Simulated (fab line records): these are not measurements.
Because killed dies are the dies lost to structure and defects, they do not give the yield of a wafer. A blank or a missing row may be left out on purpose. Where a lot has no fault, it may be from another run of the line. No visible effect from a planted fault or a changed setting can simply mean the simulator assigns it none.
fab line records / flow sky130 / part 2 of 2: steps 43 to 43 of 43
[record] lots = 6 wafers = 18 lastDay = 50
route steps=708 shown VIA1@462 METAL2@483 PAD_OPEN@708
lots untouched by any fault: they come from a run of this same line in which no faults occurred
startH: start of the lot's first displayed wafer, in hours after the record's first day / waitH: hours since the lot's step before / " the same as in the row above / L1.1+2: a row that stands for several wafers / - no value, or no start given / * or withheld: withheld / < > ~ a bound
route shown NAME@n: a module of which the file shows steps, and the number in the route of the first / usual: the fault-free wafers' mean and standard deviation / same: alike in all rows / chamber/n: place in a boat / sites: per-site readings / _std_site: standard deviation of those values / _edge_site: mean of outer sites minus mean of inner sites / radiusMm: for every site, how far away it sits from the centre of the wafer / mask NAME#n: copy n / behind: the most recent tool/chamber to have shaped the wafer / hold: reason for holding the lot/hours on hold/outcome of the hold / device: the n, p or np transistor that did not switch / end of line: the tests these same wafers got at the end of their route / a step given without rows: its recipe and nothing more / killed: dies that structure and defects cost at the first sort, which is not the same as the wafer's yield / map: shows each die of a wafer: x if killed, . if not, _ if none is there
set.NAME: the setting the step ran with; set.NAME@STEP: the setting that earlier step ran with / model.NAME: the simulator's own value behind a step, which no gauge read
lots seen at some steps along the route; tables by step, rows by wafer
services: when a tool's chamber went out of use (startH, in hours from the record's first day, below 0 if earlier), for how many hours, and the reason
[[steps]]
[step SKY_PAD_OPEN_PROBE_99]
[usual] defectLimitedYield = 82.4/1.9 killed_at_M0_to_M3 = 44/7.2 killed_at_M4_up = 3.4/2.1 killedAtContacts = 24/5.5 killedAtFrontEnd = 15/4.6 killedAtOther = 0.4/0.64 killedDies = 86/9.1 killedOpen = 47/7.5 killedShort = 39/5.8 sort_bin_3_pad_short = 0.9/0.41 sort_bin_5_function = 10.4/1.5 sort_bin_6_memory = 6.3/1.2 sortNPass = 406/9.1 sortYieldPct = 82.4/1.9
[same] grossDies = 492 killedAtBackSide = 0 sort_bin_4_leakage[%] = 0 sort_bin_8_speed[%] = 0
lot.wafer=L694.2 tool=prober-01 chamber=- startH=1066.46 waitH=0.1 defectLimitedYield[%]=82.5 killed_at_M0_to_M3=45 killed_at_M4_up=4 killedAtContacts=22 killedAtFrontEnd=14 killedAtOther=1 killedDies=86 killedOpen=59 killedShort=25 sort_bin_3_pad_short[%]=1.0 sort_bin_5_function[%]=9.8 sort_bin_6_memory[%]=6.7 sortNPass=406 sortYieldPct[%]=82.5 model.etest.tester.sortNPass=406 model.etest.tester.sortYieldPct=82.52 model.etest.tester.sort_bin_5_pct=9.756 model.etest.tester.sort_bin_3_pct=1.016
lot.wafer=L694.3 tool=prober-01 chamber=- startH=1066.51 waitH=0.2 defectLimitedYield[%]=83.3 killed_at_M0_to_M3=38 killed_at_M4_up=3 killedAtContacts=25 killedAtFrontEnd=14 killedAtOther=2 killedDies=82 killedOpen=35 killedShort=47 sort_bin_3_pad_short[%]=1.4 sort_bin_5_function[%]=10.4 sort_bin_6_memory[%]=4.9 sortNPass=410 sortYieldPct[%]=83.3 model.etest.tester.sortNPass=410 model.etest.tester.sortYieldPct=83.33 model.etest.tester.sort_bin_5_pct=10.37 model.etest.tester.sort_bin_3_pct=1.423
lot.wafer=L694.5 tool=prober-01 chamber=- startH=1066.61 waitH=0.2 defectLimitedYield[%]=87.0 killed_at_M0_to_M3=22 killed_at_M4_up=3 killedAtContacts=25 killedAtFrontEnd=14 killedAtOther=0 killedDies=64 killedOpen=37 killedShort=27 sort_bin_3_pad_short[%]=0.4 sort_bin_5_function[%]=7.3 sort_bin_6_memory[%]=5.3 sortNPass=428 sortYieldPct[%]=87.0 model.etest.tester.sortNPass=428 model.etest.tester.sortYieldPct=86.99 model.etest.tester.sort_bin_5_pct=7.317 model.etest.tester.sort_bin_3_pct=0.4065
lot.wafer=L695.2 tool=prober-02 chamber=- startH=1078.32 waitH=0.1 defectLimitedYield[%]=81.9 killed_at_M0_to_M3=43 killed_at_M4_up=4 killedAtContacts=19 killedAtFrontEnd=23 killedAtOther=0 killedDies=89 killedOpen=56 killedShort=32 sort_bin_3_pad_short[%]=0.4 sort_bin_5_function[%]=11.4 sort_bin_6_memory[%]=6.3 sortNPass=403 sortYieldPct[%]=81.9 model.etest.tester.sortNPass=403 model.etest.tester.sortYieldPct=81.91 model.etest.tester.sort_bin_5_pct=11.38 model.etest.tester.sort_bin_3_pct=0.4065
lot.wafer=L695.5 tool=prober-02 chamber=- startH=1078.47 waitH=0.2 defectLimitedYield[%]=82.5 killed_at_M0_to_M3=35 killed_at_M4_up=3 killedAtContacts=27 killedAtFrontEnd=17 killedAtOther=4 killedDies=86 killedOpen=53 killedShort=29 sort_bin_3_pad_short[%]=1.0 sort_bin_5_function[%]=10.6 sort_bin_6_memory[%]=5.9 sortNPass=406 sortYieldPct[%]=82.5 model.etest.tester.sortNPass=406 model.etest.tester.sortYieldPct=82.52 model.etest.tester.sort_bin_5_pct=10.57 model.etest.tester.sort_bin_3_pct=1.016
lot.wafer=L695.6 tool=prober-02 chamber=- startH=1078.52 waitH=0.2 defectLimitedYield[%]=81.7 killed_at_M0_to_M3=45 killed_at_M4_up=3 killedAtContacts=22 killedAtFrontEnd=20 killedAtOther=0 killedDies=90 killedOpen=49 killedShort=41 sort_bin_3_pad_short[%]=0.8 sort_bin_5_function[%]=10.2 sort_bin_6_memory[%]=7.3 sortNPass=402 sortYieldPct[%]=81.7 model.etest.tester.sortNPass=402 model.etest.tester.sortYieldPct=81.71 model.etest.tester.sort_bin_5_pct=10.16 model.etest.tester.sort_bin_3_pct=0.813
lot.wafer=L707.3 tool=prober-01 chamber=- startH=1148.61 waitH=0.2 defectLimitedYield[%]=70.7 killed_at_M0_to_M3=103 killed_at_M4_up=3 killedAtContacts=23 killedAtFrontEnd=14 killedAtOther=1 killedDies=144 killedOpen=51 killedShort=29 sort_bin_3_pad_short[%]=4.3 sort_bin_5_function[%]=20.7 sort_bin_6_memory[%]=4.3 sortNPass=348 sortYieldPct[%]=70.7 model.etest.tester.sortNPass=348 model.etest.tester.sortYieldPct=70.73 model.etest.tester.sort_bin_5_pct=20.73 model.etest.tester.sort_bin_3_pct=4.268
lot.wafer=L707.5 tool=prober-01 chamber=- startH=1148.71 waitH=0.2 defectLimitedYield[%]=76.2 killed_at_M0_to_M3=66 killed_at_M4_up=2 killedAtContacts=33 killedAtFrontEnd=14 killedAtOther=2 killedDies=117 killedOpen=45 killedShort=45 sort_bin_3_pad_short[%]=2.6 sort_bin_5_function[%]=14.6 sort_bin_6_memory[%]=6.5 sortNPass=375 sortYieldPct[%]=76.2 model.etest.tester.sortNPass=375 model.etest.tester.sortYieldPct=76.22 model.etest.tester.sort_bin_5_pct=14.63 model.etest.tester.sort_bin_3_pct=2.642
lot.wafer=L707.6 tool=prober-01 chamber=- startH=1148.76 waitH=0.2 defectLimitedYield[%]=73.4 killed_at_M0_to_M3=91 killed_at_M4_up=1 killedAtContacts=26 killedAtFrontEnd=11 killedAtOther=2 killedDies=131 killedOpen=44 killedShort=29 sort_bin_3_pad_short[%]=4.7 sort_bin_5_function[%]=17.3 sort_bin_6_memory[%]=4.7 sortNPass=361 sortYieldPct[%]=73.4 model.etest.tester.sortNPass=361 model.etest.tester.sortYieldPct=73.37 model.etest.tester.sort_bin_5_pct=17.28 model.etest.tester.sort_bin_3_pct=4.675
lot.wafer=L706.1 tool=prober-02 chamber=- startH=1150.81 waitH=0.1 defectLimitedYield[%]=76.8 killed_at_M0_to_M3=83 killed_at_M4_up=2 killedAtContacts=15 killedAtFrontEnd=14 killedAtOther=0 killedDies=114 killedOpen=45 killedShort=43 sort_bin_3_pad_short[%]=4.1 sort_bin_5_function[%]=13.6 sort_bin_6_memory[%]=5.5 sortNPass=378 sortYieldPct[%]=76.8 model.etest.tester.sortNPass=378 model.etest.tester.sortYieldPct=76.83 model.etest.tester.sort_bin_5_pct=13.62 model.etest.tester.sort_bin_3_pct=4.065
lot.wafer=L706.4 tool=prober-02 chamber=- startH=1150.96 waitH=0.2 defectLimitedYield[%]=74.0 killed_at_M0_to_M3=77 killed_at_M4_up=1 killedAtContacts=27 killedAtFrontEnd=22 killedAtOther=1 killedDies=128 killedOpen=61 killedShort=38 sort_bin_3_pad_short[%]=2.4 sort_bin_5_function[%]=16.7 sort_bin_6_memory[%]=6.9 sortNPass=364 sortYieldPct[%]=74.0 model.etest.tester.sortNPass=364 model.etest.tester.sortYieldPct=73.98 model.etest.tester.sort_bin_5_pct=16.67 model.etest.tester.sort_bin_3_pct=2.439
lot.wafer=L706.6 tool=prober-02 chamber=- startH=1151.06 waitH=0.2 defectLimitedYield[%]=72.6 killed_at_M0_to_M3=104 killed_at_M4_up=5 killedAtContacts=15 killedAtFrontEnd=11 killedAtOther=0 killedDies=135 killedOpen=41 killedShort=35 sort_bin_3_pad_short[%]=3.5 sort_bin_5_function[%]=16.3 sort_bin_6_memory[%]=7.7 sortNPass=357 sortYieldPct[%]=72.6 model.etest.tester.sortNPass=357 model.etest.tester.sortYieldPct=72.56 model.etest.tester.sort_bin_5_pct=16.26 model.etest.tester.sort_bin_3_pct=3.455
lot.wafer=L710.1 tool=prober-01 chamber=- startH=1163.11 waitH=0.1 defectLimitedYield[%]=81.3 killed_at_M0_to_M3=58 killed_at_M4_up=4 killedAtContacts=20 killedAtFrontEnd=10 killedAtOther=0 killedDies=92 killedOpen=57 killedShort=35 sort_bin_3_pad_short[%]=1.8 sort_bin_5_function[%]=11.6 sort_bin_6_memory[%]=5.3 sortNPass=400 sortYieldPct[%]=81.3 model.etest.tester.sortNPass=400 model.etest.tester.sortYieldPct=81.3 model.etest.tester.sort_bin_5_pct=11.59 model.etest.tester.sort_bin_3_pct=1.829
lot.wafer=L710.3 tool=prober-01 chamber=- startH=1163.21 waitH=0.2 defectLimitedYield[%]=82.1 killed_at_M0_to_M3=45 killed_at_M4_up=1 killedAtContacts=20 killedAtFrontEnd=22 killedAtOther=0 killedDies=88 killedOpen=47 killedShort=41 sort_bin_3_pad_short[%]=0.8 sort_bin_5_function[%]=10.2 sort_bin_6_memory[%]=6.9 sortNPass=404 sortYieldPct[%]=82.1 model.etest.tester.sortNPass=404 model.etest.tester.sortYieldPct=82.11 model.etest.tester.sort_bin_5_pct=10.16 model.etest.tester.sort_bin_3_pct=0.813
lot.wafer=L710.6 tool=prober-01 chamber=- startH=1163.36 waitH=0.2 defectLimitedYield[%]=84.6 killed_at_M0_to_M3=47 killed_at_M4_up=2 killedAtContacts=15 killedAtFrontEnd=10 killedAtOther=2 killedDies=76 killedOpen=48 killedShort=28 sort_bin_3_pad_short[%]=0.2 sort_bin_5_function[%]=9.8 sort_bin_6_memory[%]=5.5 sortNPass=416 sortYieldPct[%]=84.6 model.etest.tester.sortNPass=416 model.etest.tester.sortYieldPct=84.55 model.etest.tester.sort_bin_5_pct=9.756 model.etest.tester.sort_bin_3_pct=0.2033
lot.wafer=L716.3 tool=prober-01 chamber=- startH=1199.61 waitH=0.2 defectLimitedYield[%]=80.1 killed_at_M0_to_M3=44 killed_at_M4_up=4 killedAtContacts=30 killedAtFrontEnd=20 killedAtOther=0 killedDies=98 killedOpen=51 killedShort=47 sort_bin_3_pad_short[%]=1.2 sort_bin_5_function[%]=11.6 sort_bin_6_memory[%]=7.1 sortNPass=394 sortYieldPct[%]=80.1 model.etest.tester.sortNPass=394 model.etest.tester.sortYieldPct=80.08 model.etest.tester.sort_bin_5_pct=11.59 model.etest.tester.sort_bin_3_pct=1.22
lot.wafer=L716.5 tool=prober-01 chamber=- startH=1199.71 waitH=0.2 defectLimitedYield[%]=81.3 killed_at_M0_to_M3=41 killed_at_M4_up=6 killedAtContacts=23 killedAtFrontEnd=21 killedAtOther=1 killedDies=92 killedOpen=41 killedShort=50 sort_bin_3_pad_short[%]=1.0 sort_bin_5_function[%]=10.2 sort_bin_6_memory[%]=7.5 sortNPass=400 sortYieldPct[%]=81.3 model.etest.tester.sortNPass=400 model.etest.tester.sortYieldPct=81.3 model.etest.tester.sort_bin_5_pct=10.16 model.etest.tester.sort_bin_3_pct=1.016
lot.wafer=L716.6 tool=prober-01 chamber=- startH=1199.76 waitH=0.2 defectLimitedYield[%]=82.7 killed_at_M0_to_M3=36 killed_at_M4_up=0 killedAtContacts=31 killedAtFrontEnd=18 killedAtOther=0 killedDies=85 killedOpen=47 killedShort=38 sort_bin_3_pad_short[%]=0.4 sort_bin_5_function[%]=10.6 sort_bin_6_memory[%]=6.3 sortNPass=407 sortYieldPct[%]=82.7 model.etest.tester.sortNPass=407 model.etest.tester.sortYieldPct=82.72 model.etest.tester.sort_bin_5_pct=10.57 model.etest.tester.sort_bin_3_pct=0.4065
// killed by level:class
L694.2 VIA1:geometricParticle:open=14 VIA3:geometricParticle:open=11 CONTACT:geometricParticle:open=8 VIA2:geometricParticle:open=7 FIELD_ISO:geometricParticle:open=5 LI_CONTACT:geometricParticle:open=5 FIELD_ISO:geometricParticle:short=3 LI_CONTACT:geometricParticle:short=3
L694.3 METAL2:geometricParticle:short=11 CONTACT:geometricParticle:open=9 VIA1:geometricParticle:open=8 VIA1:geometricParticle:short=7 CONTACT:geometricParticle:short=6 FIELD_ISO:geometricParticle:short=5 LI_CONTACT:geometricParticle:open=4 VIA3:geometricParticle:open=4
L694.5 CONTACT:geometricParticle:open=9 LOCAL_INTERCONNECT:geometricParticle:short=7 LI_CONTACT:geometricParticle:open=6 VIA1:geometricParticle:open=6 FIELD_ISO:geometricParticle:open=5 METAL1:geometricParticle:short=5 VIA3:geometricParticle:open=4 FIELD_ISO:geometricParticle:short=4
L695.2 VIA1:geometricParticle:open=10 CONTACT:geometricParticle:open=9 POLY_GATE:geometricParticle:open=7 VIA2:geometricParticle:open=7 METAL2:geometricParticle:short=6 FIELD_ISO:geometricParticle:open=5 VIA3:geometricParticle:open=5 POLY_GATE:geometricParticle:short=4
L695.5 CONTACT:geometricParticle:open=11 LI_CONTACT:geometricParticle:open=10 VIA1:geometricParticle:open=7 VIA3:geometricParticle:open=7 FIELD_ISO:geometricParticle:open=4 VIA2:geometricParticle:short=4 CONTACT:geometricParticle:short=4 METAL2:geometricParticle:short=4
L695.6 VIA1:geometricParticle:open=12 CONTACT:geometricParticle:open=11 LI_CONTACT:geometricParticle:open=7 VIA1:geometricParticle:short=5 VIA3:geometricParticle:open=5 FIELD_ISO:geometricParticle:open=4 FIELD_ISO:geometricParticle:short=4 POLY_GATE:geometricParticle:short=4
L707.3 VIA1:unspecified=63 VIA2:geometricParticle:open=9 LI_CONTACT:geometricParticle:open=8 VIA3:geometricParticle:open=7 CONTACT:geometricParticle:open=6 FIELD_ISO:geometricParticle:open=5 VIA1:geometricParticle:short=5 VIA1:geometricParticle:open=5
L707.5 VIA1:unspecified=27 CONTACT:geometricParticle:open=12 VIA1:geometricParticle:open=8 LI_CONTACT:geometricParticle:open=8 METAL1:geometricParticle:short=7 VIA3:geometricParticle:open=6 FIELD_ISO:geometricParticle:short=5 LI_CONTACT:geometricParticle:short=4
L707.6 VIA1:unspecified=56 VIA1:geometricParticle:open=12 LI_CONTACT:geometricParticle:open=8 CONTACT:geometricParticle:open=6 VIA2:geometricParticle:open=6 CONTACT:geometricParticle:short=5 LI_CONTACT:geometricParticle:short=4 VIA1:geometricParticle:short=4
L706.1 VIA1:unspecified=26 VIA1:geometricParticle:open=12 VIA2:geometricParticle:open=7 VIA3:geometricParticle:open=7 VIA1:geometricParticle:short=6 METAL2:geometricParticle:short=6 LOCAL_INTERCONNECT:geometricParticle:short=5 METAL1:geometricParticle:short=5
L706.4 VIA1:unspecified=29 VIA1:geometricParticle:open=11 CONTACT:geometricParticle:open=11 VIA3:geometricParticle:open=8 VIA1:geometricParticle:short=8 VIA2:geometricParticle:open=8 FIELD_ISO:geometricParticle:open=5 LI_CONTACT:geometricParticle:open=5
L706.6 VIA1:unspecified=59 METAL2:geometricParticle:short=11 VIA1:geometricParticle:open=8 VIA2:geometricParticle:open=8 CONTACT:geometricParticle:open=6 VIA3:geometricParticle:open=5 FIELD_ISO:geometricParticle:short=3 POLY_GATE:geometricParticle:short=3
L710.1 VIA1:geometricParticle:open=15 VIA2:geometricParticle:open=12 METAL2:geometricParticle:short=10 LI_CONTACT:geometricParticle:open=9 VIA3:geometricParticle:open=6 VIA1:geometricParticle:short=5 CONTACT:geometricParticle:open=4 METAL3:geometricParticle:short=4
L710.3 VIA1:geometricParticle:open=11 VIA2:geometricParticle:open=9 VIA1:geometricParticle:short=7 CONTACT:geometricParticle:open=7 FIELD_ISO:geometricParticle:short=6 FIELD_ISO:geometricParticle:open=5 POLY_GATE:geometricParticle:short=5 LI_CONTACT:geometricParticle:open=5
L710.6 VIA1:geometricParticle:open=13 VIA2:geometricParticle:open=13 VIA3:geometricParticle:open=6 CONTACT:geometricParticle:short=5 CONTACT:geometricParticle:open=5 FIELD_ISO:geometricParticle:open=3 METAL2:geometricParticle:short=3 VIA3:geometricParticle:short=3
L716.3 LI_CONTACT:geometricParticle:open=9 VIA1:geometricParticle:open=9 VIA1:geometricParticle:short=9 CONTACT:geometricParticle:open=7 POLY_GATE:geometricParticle:short=6 CONTACT:geometricParticle:short=6 VIA3:geometricParticle:open=6 FIELD_ISO:geometricParticle:short=4
L716.5 VIA1:geometricParticle:open=7 LI_CONTACT:geometricParticle:open=7 VIA2:geometricParticle:open=7 FIELD_ISO:geometricParticle:short=6 LI_CONTACT:geometricParticle:short=5 CONTACT:geometricParticle:short=5 METAL1:geometricParticle:short=5 FIELD_ISO:geometricParticle:open=4
L716.6 LI_CONTACT:geometricParticle:open=10 VIA1:geometricParticle:open=8 CONTACT:geometricParticle:open=7 LI_CONTACT:geometricParticle:short=5 CONTACT:geometricParticle:short=5 VIA3:geometricParticle:open=5 FIELD_ISO:geometricParticle:open=4 FIELD_ISO:geometricParticle:short=4
// map L706.6 (x killed, . not)
__________.........._________
________.....x.....xx._______
______.x..x.......x..xx._____
_____.......xxx.x.x.x..x.____
____...x..x...xxxxx.xx....___
___...x..x.xxxxxxxxxx.....x__
__...........xxxxxxxx.....xx_
_..x.......xxxxxxxxxxx......x
_..xxx..x..x.xxxxxxx.........
_............xxxxxxx..xx.....
_..xx..x.xx..xxxxxx...x.....x
_..x..xx........x..x.........
_.x....x......x.x......x.....
_............x.............x.
_............x.....x..x....x.
__.x..x......x...x....xx...._
___....x.x..x..x.....x..x.x__
____....x.....x.....x.....___
_____.x.x..x..x.....x....____
______.x.....x.........._____
________.....x........_______
__________x........._________
// map L707.3 (x killed, . not)
__________..xx..xx.._________
________....x....x.x.._______
______....x......x......_____
_____x......xxxx.xxx.....____
____.......xxxxxxxxx.xxx..___
___..x..xx.xxxxxxxxx.......__
__..x......xxxxxxxxxx.....x._
_.....x....xxxxxxxxxxx.....x.
_...x.......xxxxxxxxxxx...x..
_x...x...xx...xxxxxxxx.......
_..x..x......xxxxxx.x........
_..x.x..x........xxx.xx.x...x
_.....x....xx...x.x......x...
_............x........x......
_..x..........x.xx....x......
__......x.x..x....x..x.x..x._
___.x.xx..........x........__
____......x............x..___
_____x...............x.x.____
______.x..........x....._____
________.............x_______
__________x.x......._________
[[services]]
tool=rieMetal-04 chamber=- startH=779.36 hours=0.2 kind=repair
tool=cmp-02 chamber=- startH=788.03 hours=1.2 kind=repair
tool=cvdW-02 chamber=0 startH=851.03 hours=3.8 kind=repair
tool=cmp-01 chamber=- startH=867.64 hours=3.6 kind=pm
tool=cmp-01 chamber=- startH=871.36 hours=1.3 kind=repair
tool=cvdW-02 chamber=- startH=875.48 hours=0.8 kind=repair
tool=pvdSputter-04 chamber=- startH=877.57 hours=5.1 kind=repair
tool=cvdW-01 chamber=0 startH=884.79 hours=3.7 kind=repair
tool=plasmaAsher-02 chamber=- startH=899.08 hours=2.8 kind=pm
tool=cvdW-01 chamber=- startH=904.00 hours=14.0 kind=pm
tool=rieMetal-04 chamber=1 startH=904.77 hours=10.6 kind=repair
tool=plasmaAsher-03 chamber=- startH=906.39 hours=8.2 kind=repair
tool=cvdW-01 chamber=- startH=908.80 hours=1.5 kind=repair
tool=cmp-01 chamber=- startH=912.00 hours=4.0 kind=pm
tool=plasmaAsher-04 chamber=- startH=917.98 hours=1.3 kind=repair
tool=pvdSputter-04 chamber=- startH=921.83 hours=6.2 kind=repair
tool=cvdW-02 chamber=0 startH=922.85 hours=2.6 kind=repair
tool=plasmaAsher-02 chamber=- startH=923.64 hours=3.9 kind=repair
tool=cvdW-02 chamber=0 startH=929.22 hours=6.7 kind=repair
tool=cmp-02 chamber=- startH=941.45 hours=0.8 kind=repair
tool=cvdW-01 chamber=- startH=952.58 hours=2.8 kind=pm
tool=plasmaAsher-02 chamber=- startH=963.21 hours=4.3 kind=repair
tool=rieMetal-03 chamber=0 startH=981.20 hours=4.2 kind=repair
tool=cvdW-01 chamber=1 startH=983.77 hours=3.8 kind=repair
[[key]]
[firstSign] step = SKY_PAD_OPEN_PROBE_99 reading = sort_bin_3_pad_short direction = up sigmas = 6.6 usual = 0.9 struck = 3.6
[effect] step = SKY_PAD_OPEN_PROBE_99 reading = killed_at_M0_to_M3 direction = up sigmas = 6.1 usual = 44 struck = 87
[modelEffect] step = SKY_PAD_OPEN_PROBE_99 value = etest.tester.sortNPass without = 400.8 struck = 363.8
metAt SKY_VIA1_STRIP_16
struckWafers L706.1,L706.4,L706.6,L707.3,L707.5,L707.6
onsetBetween 793.91 889.42
[fault] kind = chamberParticleSource tool = plasmaAsher-02 chamber = - onsetH = 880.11 steps = SKY_VIA1_STRIP_16 ratePerVisitCm2 = 1.4053 endH = 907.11
